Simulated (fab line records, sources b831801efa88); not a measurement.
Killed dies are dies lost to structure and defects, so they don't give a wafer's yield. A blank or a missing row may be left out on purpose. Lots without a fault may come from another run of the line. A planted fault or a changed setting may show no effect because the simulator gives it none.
Chamber matching | flow sky130 | SKY_LI_CONTACT_CMP_24 on cmp-02: 4 sister chambers
The step polishes, stops on PSG, t overpolish 20 s, target thk 0 nm. 8 wafers are shown with their chamber, then 9 later ones without.

WAFERS WITH THEIR CHAMBER
wafer  | chamber | motor_current_A (A) | overpolish_run_s (s)
L087.6 | 1       | 10.6                | 20.005
L086.2 | 2       | 12.7                | 20.012
L086.3 | 3       | 12.2                | 19.998
L088.1 | 1       | 10.9                | 20.012
L088.2 | 2       | 12.9                | 19.990
L091.3 | 0       | 10.9                | 19.997
L091.5 | 0       | 11.5                | 19.998
L091.6 | 3       | 12.6                | 20.010

WAFERS WITHOUT THEIR CHAMBER
wafer  | motor_current_A (A) | overpolish_run_s (s)
L092.2 | 10.3                | 19.991
L092.5 | 10.5                | 20.001
L092.6 | 12.2                | 20.002
L095.1 | 12.8                | 19.995
L095.5 | 10.5                | 19.995
L095.6 | 11.3                | 19.995
L097.3 | 12.6                | 19.992
L097.4 | 12.1                | 20.010
L097.5 | 13.2                | 19.996

WHICH CHAMBER EACH WENT THROUGH
wafer  | from the rows above     | in truth
L092.2 | can't be placed: 1 or 0 | 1
L092.5 | can't be placed: 1 or 0 | 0
L092.6 | can't be placed: 3 or 2 | 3
L095.1 | can't be placed: 2 or 3 | 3
L095.5 | can't be placed: 1 or 0 | 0
L095.6 | can't be placed: 0 or 1 | 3
L097.3 | can't be placed: 2 or 3 | 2
L097.4 | can't be placed: 3 or 2 | 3
L097.5 | can't be placed: 2 or 3 | 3
Placed correctly: 0 of 9. Can't be placed from these rows: 9 (the true chamber is among the candidates in 8). Placed wrongly: 0.
How it was worked out, from the rows above alone: a wafer's distance from a chamber is the root of the sum, over the readings, of the square of ((its reading less the chamber's mean) divided by the reading's scatter). The wafer belongs to the nearest chamber; if the next one is less than 2 further off, it can't be placed. A chamber's mean is the mean of its shown wafers. The scatter: the root of (the sum of the squares of (reading less its chamber's mean) over the shown wafers, divided by (wafers less chambers)).
